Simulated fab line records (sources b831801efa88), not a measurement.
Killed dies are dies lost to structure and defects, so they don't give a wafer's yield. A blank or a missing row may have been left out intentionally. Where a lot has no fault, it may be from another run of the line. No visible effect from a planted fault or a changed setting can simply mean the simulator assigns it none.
Which of the tools did it? | flow sky130 | 39 wafers from 13 lots sampled at 2 of the route's 708 steps

## WHAT EACH GAUGE READ, for each wafer
SKY_POLY_GATE_THK_MEAS_01.
lot  | measured     | on           | POLY_GATE_CVD_00_THK (nm)
L434 | day 14 20:21 | filmMetro-04 | 180.0 180.3 179.6
L435 | day 15 05:05 | filmMetro-04 | 179.2 178.1 178.5
L436 | day 16 08:58 | filmMetro-03 | 181.3 180.4 181.0
L439 | day 16 17:20 | filmMetro-02 | 176.4 177.6 179.2
L442 | day 17 14:36 | filmMetro-03 | 180.8 179.5 181.5
L443 | day 18 00:14 | filmMetro-03 | 179.0 179.2 178.3
L444 | day 18 11:28 | filmMetro-02 | 177.2 177.1 178.1
L448 | day 20 09:40 | filmMetro-02 | 180.1 180.7 180.5
L449 | day 20 13:14 | filmMetro-02 | 183.2 181.8 183.3
L450 | day 20 16:41 | filmMetro-02 | 180.5 179.7 179.0
L452 | day 22 02:30 | filmMetro-03 | 178.9 180.3 179.4
L454 | day 22 06:16 | filmMetro-03 | 177.9 177.9 177.7
L453 | day 22 08:29 | filmMetro-02 | 177.4 177.2 178.1

SKY_RES_PROTECT_TW_MEAS_08.
lot  | measured     | on           | POLY_GATE_TW
L434 | day 15 23:48 | filmMetro-03 | 4005 3992 4002
L435 | day 16 08:57 | filmMetro-02 | 4030 4031 4032
L436 | day 17 11:53 | filmMetro-03 | 4025 4014 4033
L439 | day 17 19:11 | filmMetro-03 | 4038 4036 4041
L442 | day 18 21:08 | filmMetro-03 | 4010 3998 4025
L443 | day 19 07:10 | filmMetro-03 | 3978 3977 3983
L444 | day 19 17:49 | filmMetro-01 | 4068 4085 4061
L448 | day 21 15:47 | filmMetro-01 | 4065 4061 4059
L449 | day 21 19:38 | filmMetro-03 | 4030 4050 4047
L450 | day 21 23:07 | filmMetro-02 | 4056 4079 4082
L452 | day 23 08:29 | filmMetro-03 | 3991 4008 4005
L454 | day 23 12:13 | filmMetro-01 | 4060 4066 4046
L453 | day 23 14:44 | filmMetro-02 | 4062 4082 4087

## WHICH TOOL RAN EACH LOT (tool, then ch and the chambers of the sampled wafers, then the start)
There is no process step in the record ahead of these readings.

## WHAT THE TOOLS THEMSELVES READ (means of the sampled wafers that have a number; where no wafer has one, the mark that the record gives instead)
The record holds no such reading with a usual standard deviation.

## THE ANSWER, worked out from the rows above alone
Rule: what is usual is taken from the lots themselves. The widest of any qualifying gaps counts: lots, ordered by their means at a reading, are off when they make up no more than a third of the lots, leave a main group of 4 or more, and stand apart from it by 3 or more times the standard deviation of that group's means. A main group whose means are all the same, to the digits that the tables above print for the reading, isn't used. A lot without any number at a reading at which 4 lots or more have one is off too. Where the step has rows for the other lots, those lots are counted as sound. After the gauges, taken in route order, come the tools' own readings; for these a lot's mean is taken, as printed above. At the first step where some lot is off, the reading lying furthest off is the one used; lots without a number count as furthest.
Across all readings shown, no lot is off: no conclusion can be drawn from this.

## WHAT THE SIMULATOR PUT IN
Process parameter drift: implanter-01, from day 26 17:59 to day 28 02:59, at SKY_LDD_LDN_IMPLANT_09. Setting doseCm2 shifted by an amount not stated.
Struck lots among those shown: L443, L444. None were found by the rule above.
